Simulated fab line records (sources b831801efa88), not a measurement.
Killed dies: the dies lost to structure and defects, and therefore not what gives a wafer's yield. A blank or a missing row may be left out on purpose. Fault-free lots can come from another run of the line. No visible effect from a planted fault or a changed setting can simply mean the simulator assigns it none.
Check of tool commonality -- flow gf180mcu -- Sample size 14 lots and 42 wafers

## WHAT PROMPTED THE OPENING
2 of 14 lots carry a flag on the reading DUAL_GATE_OXIDATION_00_THK at GF_DUAL_GATE_THK_MEAS_03. No-fault wafers: 10.85 nm, standard deviation 0.2.
Rule: a lot is flagged when every wafer of it that has a number lies more than 4 standard deviations from that mean, or none has a number. As for the other lots, they are considered sound.

lot,measured,on,"DUAL_GATE_OXIDATION_00_THK (nm), wafer by wafer",flag
L670,day 7 15:29,film_metro-03,10.91 10.95 11.00,
L671,day 7 23:04,film_metro-02,10.85 10.83 10.90,
L672,day 8 04:58,film_metro-02,10.77 10.69 10.94,
L674,day 8 15:44,film_metro-03,10.76 10.85 11.09,
L675,day 9 01:31,film_metro-01,10.83 10.83 10.74,
L678,day 9 21:57,film_metro-03,10.59 10.52 10.58,
L679,day 10 03:41,film_metro-03,10.84 10.73 10.86,
L681,day 10 18:13,film_metro-02,11.38 11.40 11.11,
L683,day 11 13:11,film_metro-03,10.93 10.79 10.87,
L684,day 12 00:30,film_metro-02,10.87 10.76 10.84,
L686,day 12 07:26,film_metro-01,10.68 10.58 10.44,
L688,day 12 21:46,film_metro-01,9.34 9.19 9.31,FLAGGED
L691,day 13 12:14,film_metro-01,8.97 9.10 8.84,FLAGGED
L693,day 14 02:50,film_metro-02,10.84 10.72 10.95,
The mean of the flagged lots' numbers is 9.12 nm, -1.72 nm from the usual (-9 standard deviations).

## WHICH TOOL RAN EACH LOT
The record keeps 1 process step preceding the reading, out of 602 steps on the route. Read each cell as the tool, then ch plus the chambers that the sampled wafers visited, then the start.
lot,flag,GF_DUAL_GATE_OXIDATION_02
L670,,"furnace-01 ch 0, day 7 14:02"
L671,,"furnace-01 ch 0, day 7 21:37"
L672,,"furnace-01 ch 0, day 8 03:31"
L674,,"furnace-02 ch 0, day 8 14:17"
L675,,"furnace-01 ch 0, day 9 00:04"
L678,,"furnace-01 ch 0, day 9 20:31"
L679,,"furnace-02 ch 0, day 10 02:14"
L681,,"furnace-01 ch 0, day 10 16:46"
L683,,"furnace-02 ch 0, day 11 11:44"
L684,,"furnace-02 ch 0, day 11 23:03"
L686,,"furnace-02 ch 0, day 12 05:59"
L688,FLAGGED,"furnace-01 ch 0, day 12 20:19"
L691,FLAGGED,"furnace-01 ch 0, day 13 10:47"
L693,,"furnace-02 ch 0, day 14 01:23"
What is done by these steps:
- GF_DUAL_GATE_OXIDATION_02: stabilise 600 s, purge 300 s, target thk 10.887 nm.
- GF_DUAL_GATE_THK_MEAS_03

## FLAGGED OVER TOTAL, TOOL BY TOOL (the gauges that took the reading come last)
step,tool,lots run,flagged,share of the flagged lots,sound lots run after its first flagged lot
GF_DUAL_GATE_OXIDATION_02,furnace-01,8,2,all,0
GF_DUAL_GATE_OXIDATION_02,furnace-02,6,0,none,-
GF_DUAL_GATE_THK_MEAS_03,film_metro-01,4,2,all,0
GF_DUAL_GATE_THK_MEAS_03,film_metro-02,5,0,none,-
GF_DUAL_GATE_THK_MEAS_03,film_metro-03,5,0,none,-

## WHAT IS ALLOWED BY THE TABLE
In 2 table rows, all flagged lots were run: furnace-01 (GF_DUAL_GATE_OXIDATION_02), film_metro-01 (GF_DUAL_GATE_THK_MEAS_03).
- furnace-01 at GF_DUAL_GATE_OXIDATION_02: 2 of its 8 lots flagged. Its last sound lot is L681 (day 10 16:46), its first flagged lot L688 (day 12 20:19): a fault that began between those two fits. Its own readings lie more than 4 standard deviations out on every wafer of the flagged lots: spike_tc_bottom_C, spike_tc_centre_C, spike_tc_lower_C, spike_tc_top_C, spike_tc_upper_C, tube_center_temp_C, tube_center_temp_C_max.
- film_metro-01 at GF_DUAL_GATE_THK_MEAS_03: 2 of its 4 lots flagged. Its last sound lot is L686 (day 12 07:26), its first flagged lot L688 (day 12 21:46): a fault that began between those two fits.
These 2 tools cannot be told apart by counting lots, since each of them fits a fault that started at some hour. More lots, or a look at what each step does to the wafer, might.

## WHAT HAD BEEN PUT IN BY THE SIMULATOR
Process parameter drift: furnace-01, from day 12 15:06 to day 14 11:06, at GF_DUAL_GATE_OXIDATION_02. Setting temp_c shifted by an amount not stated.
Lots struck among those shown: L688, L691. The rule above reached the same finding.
